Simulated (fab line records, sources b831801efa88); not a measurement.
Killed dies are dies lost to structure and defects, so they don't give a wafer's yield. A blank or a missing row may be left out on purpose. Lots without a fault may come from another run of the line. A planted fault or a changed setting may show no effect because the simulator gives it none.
One fault seen from 2 desks | flow gf180mcu | each desk has only its own numbers; what lay behind them comes last

THE TOOL OWNER'S DESK: cvd_w-02
The tool's own readings at GF_V2_CVD_23 (deposits W, target thk 350 nm, time 104.94 s): means of the sampled wafers that have a number, for each lot that ran on this tool. A lot is out of limits, marked OUT, if its mean lies more than 4 standard deviations from the usual mean; the brackets give that distance.
Columns: A = heater_power_w at GF_V2_CVD_23, usual 805 W
lot  | first seen here | A
L582 | day 19 23:24    | 799
L584 | day 21 03:56    | 764
L585 | day 21 17:29    | 789
L587 | day 22 11:08    | 801
L588 | day 22 19:42    | 799
L591 | day 23 15:16    | 775
L598 | day 26 02:59    | 806
L600 | day 26 17:02    | 782
L602 | day 27 07:08    | 825
This desk's finding: nothing out of limits on any of the 9 lots.

THE METROLOGY DESK
What the gauges read, lot by lot, whatever tool the lot ran on: means of the sampled wafers that have a number. A lot is out of limits, marked OUT, if its mean lies more than 4 standard deviations from the usual mean; the brackets give that distance.
Columns: A = V2_W_RS at GF_V2_RS_MEAS_24, usual 0.330 ohm/sq; B = V2_W_THK at GF_V2_THK_MEAS_25, usual 356 nm
lot  | first seen here | A               | B
L582 | day 19 23:32    | 0.328           | 366
L584 | day 21 04:04    | 0.327           | 361
L585 | day 21 17:36    | 0.330           | 351
L587 | day 22 11:15    | 0.332           | 360
L588 | day 22 19:50    | 0.332           | 358
L591 | day 23 15:22    | 0.330           | 362
L598 | day 26 03:06    | 0.382 (+16) OUT | 310 (-7.3) OUT
L600 | day 26 17:10    | 0.375 (+14) OUT | 314 (-6.6) OUT
L602 | day 27 07:14    | 0.381 (+15) OUT | 302 (-8.5) OUT
L605 | day 27 21:33    | 0.329           | 359
This desk's finding: out of limits on L598, L600, L602; first on L598, day 26 03:06 (V2_W_RS at GF_V2_RS_MEAS_24). In limits: L582, L584, L585, L587, L588, L591, L605.

PUT TOGETHER
The metrology desk could have raised an alarm at day 26 03:06, on L598, L600, L602.
The tool owner's desk saw nothing out of limits.
The tool owner's desk has L598, L600, L602 on record, within its limits.
Of the lots named, all ran GF_V2_CVD_23 on cvd_w-02.

WHAT THE SIMULATOR HAD PUT IN
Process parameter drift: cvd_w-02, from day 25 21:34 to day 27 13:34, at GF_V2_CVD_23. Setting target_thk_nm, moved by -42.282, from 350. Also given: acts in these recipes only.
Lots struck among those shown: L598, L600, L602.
Hours from the fault's start to each desk's first reading out of limits: the metrology desk, 6.
